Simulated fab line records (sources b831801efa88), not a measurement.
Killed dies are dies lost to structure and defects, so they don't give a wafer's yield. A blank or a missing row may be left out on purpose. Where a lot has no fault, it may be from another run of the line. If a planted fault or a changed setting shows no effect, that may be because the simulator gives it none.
Which of the tools did it? | flow sky130 | 13 lots with 39 wafers sampled at 4 steps, on a route of 708 steps

## WHAT THE GAUGES SHOWED, per wafer
SKY_LI_CONTACT_RS_MEAS_22: a four-point-probe measurement.
lot  | measured     | on            | LI_CONTACT_W_RS (ohm/sq)
L946 | day 30 07:49 | film_metro-03 | 0.282 0.280 0.281
L948 | day 30 08:49 | film_metro-04 | 0.291 0.290 0.286
L949 | day 32 08:16 | film_metro-02 | 0.282 0.281 0.283
L950 | day 32 10:13 | film_metro-02 | 0.284 0.293 0.284
L954 | day 32 21:20 | film_metro-03 | 0.291 0.282 0.289
L955 | day 32 20:20 | film_metro-04 | 0.280 0.282 0.281
L956 | day 32 21:46 | film_metro-03 | 0.284 0.285 0.284
L957 | day 32 22:46 | film_metro-04 | 0.283 0.283 0.289
L964 | day 35 18:26 | film_metro-04 | 0.276 0.279 0.282
L965 | day 35 18:49 | film_metro-04 | 0.283 0.280 0.280
L966 | day 36 06:30 | film_metro-03 | 0.283 0.281 0.284
L967 | day 36 12:10 | film_metro-02 | 0.282 0.281 0.279
L968 | day 36 17:02 | film_metro-04 | 0.288 0.290 0.288

SKY_CONTACT_CD_MEAS_14: target cd 170 nm.
lot  | measured     | on        | cd_nm (nm)
L946 | day 32 16:16 | cd_sem-02 | 170.8 170.2 169.7
L948 | day 32 18:23 | cd_sem-01 | 169.5 168.7 169.6
L949 | day 34 15:53 | cd_sem-01 | 170.9 170.8 170.3
L950 | day 34 17:55 | cd_sem-02 | 171.6 170.3 168.9
L954 | day 35 05:35 | cd_sem-01 | 169.7 169.8 170.0
L955 | day 35 03:35 | cd_sem-02 | 170.3 170.9 172.3
L956 | day 35 05:55 | cd_sem-01 | 171.0 170.0 171.2
L957 | day 35 07:31 | cd_sem-01 | 169.5 170.6 170.2
L964 | day 38 00:19 | cd_sem-02 | 170.5 170.0 170.5
L965 | day 38 00:52 | cd_sem-01 | 171.2 169.1 171.8
L966 | day 38 12:13 | cd_sem-02 | 169.7 169.3 171.8
L967 | day 38 16:55 | cd_sem-02 | 172.0 170.2 170.0
L968 | day 38 22:20 | cd_sem-01 | 170.8 171.1 170.9

SKY_METAL1_OVL_MEAS_16.
lot  | measured     | on         | METAL1_OVL (nm)
L946 | day 33 21:20 | overlay-02 | 1 2 5
L948 | day 33 23:09 | overlay-02 | -7 -5 -2
L949 | day 35 20:23 | overlay-02 | 0 3 -2
L950 | day 35 22:19 | overlay-02 | -3 0 2
L954 | day 36 10:18 | overlay-02 | -2 -5 -7
L955 | day 36 07:18 | overlay-01 | 11 8 5
L956 | day 36 10:25 | overlay-01 | -8 -9 -7
L957 | day 36 11:47 | overlay-01 | -1 2 6
L964 | day 39 03:32 | overlay-02 | 7 5 5
L965 | day 39 04:31 | overlay-01 | -8 -2 -7
L966 | day 39 15:11 | overlay-02 | 2 -2 5
L967 | day 39 19:35 | overlay-02 | -11 -10 -7
L968 | day 40 00:44 | overlay-01 | -3 -4 -1

## WHICH TOOL RAN EACH LOT (tool, then ch and the chambers of the sampled wafers, then the start)
lot  | SKY_GATE_OXIDE_OXIDATION_16
L946 | furnace-02 ch 0, day 14 17:19
L948 | furnace-02 ch 0, day 14 18:51
L949 | furnace-02 ch 0, day 16 20:04
L950 | furnace-01 ch 0, day 16 23:02
L954 | furnace-01 ch 0, day 17 11:56
L955 | furnace-01 ch 0, day 17 11:56
L956 | furnace-02 ch 0, day 17 20:13
L957 | furnace-01 ch 0, day 17 23:16
L964 | furnace-02 ch 0, day 20 21:01
L965 | furnace-01 ch 0, day 21 02:54
L966 | furnace-02 ch 0, day 21 12:31
L967 | furnace-01 ch 0, day 21 19:51
L968 | furnace-01 ch 0, day 22 00:33
- SKY_GATE_OXIDE_OXIDATION_16: stabilise 600 s, purge 300 s, target thk 3.57 nm.

## AS READ BY THE TOOLS THEMSELVES (means over the sampled wafers that have a number; for cases with no such wafer, the mark the record gives instead)
SKY_GATE_OXIDE_OXIDATION_16.
lot  | tool       | ramp_down_c_per_min | spike_tc_bottom_C (C) | spike_tc_centre_C (C) | spike_tc_lower_C (C) | spike_tc_top_C (C) | spike_tc_upper_C (C) | tube_center_temp_C (C) | tube_center_temp_C_max
L946 | furnace-02 | 3.0002              | 816                   | 798.9                 | 800.4                | 814.7              | 799.3                | 800                    | 801.9
L948 | furnace-02 | 2.9994              | 817                   | 799.0                 | 800.5                | 814.9              | 801.1                | 800                    | 802.2
L949 | furnace-02 | 2.9995              | 818                   | 799.4                 | 800.4                | 813.8              | 799.3                | 800                    | 801.7
L950 | furnace-01 | 3.0001              | 825                   | 801.0                 | 800.6                | 818.7              | 799.2                | 800                    | 802.2
L954 | furnace-01 | 3.0002              | 812                   | 788.0                 | 787.2                | 807.3              | 786.2                | 787                    | 789.3
L955 | furnace-01 | 3.0003              | 813                   | 787.8                 | 787.2                | 806.5              | 787.0                | 787                    | 789.5
L956 | furnace-02 | 2.9994              | 819                   | 798.9                 | 800.6                | 814.6              | 800.3                | 800                    | 801.9
L957 | furnace-01 | 2.9995              | 813                   | 787.0                 | 788.4                | 807.7              | 786.5                | 787                    | 789.3
L964 | furnace-02 | 3.0001              | 818                   | 799.3                 | 801.2                | 814.5              | 800.0                | 800                    | 801.8
L965 | furnace-01 | 3.0005              | 826                   | 800.5                 | 800.0                | 818.0              | 799.0                | 800                    | 802.3
L966 | furnace-02 | 2.9995              | 817                   | 800.1                 | 799.6                | 814.8              | 800.7                | 800                    | 802.3
L967 | furnace-01 | 3.0001              | 826                   | 801.1                 | 800.0                | 818.3              | 799.2                | 800                    | 801.8
L968 | furnace-01 | 3.0005              | 826                   | 799.7                 | 800.2                | 819.3              | 799.7                | 800                    | 802.1

## THE ANSWER, worked out from the rows above alone
Rule: the lots themselves supply what counts as usual. Put in order of their means at a reading, lots are off if they are a third of the lots or fewer, leave a main group of 4 or more, and stand apart from it by a gap of 3 or more times the standard deviation of the main group's means; of several such gaps the widest counts. A main group whose means are all the same, to the digits that the tables above print for the reading, isn't used. Also off: a lot with no number at a reading for which 4 or more lots have one. Any other lot the step has rows for is counted as sound. After the gauges, taken in route order, come the tools' own readings; for these a lot's mean is taken, as printed above. The first step at which some lot is off is used, and at that step the reading that is off furthest; a lot without a number counts as furthest.
Off at SKY_GATE_OXIDE_OXIDATION_16 (tube_center_temp_C_max): L954, L955, L957. Main group: mean 802.0, sd 0.21.
A tool fits if, at that step or a process step before it, it ran every lot that is off, and no sound lot after the first of them. None of those tried fits.

## WHAT HAD BEEN PUT IN BY THE SIMULATOR
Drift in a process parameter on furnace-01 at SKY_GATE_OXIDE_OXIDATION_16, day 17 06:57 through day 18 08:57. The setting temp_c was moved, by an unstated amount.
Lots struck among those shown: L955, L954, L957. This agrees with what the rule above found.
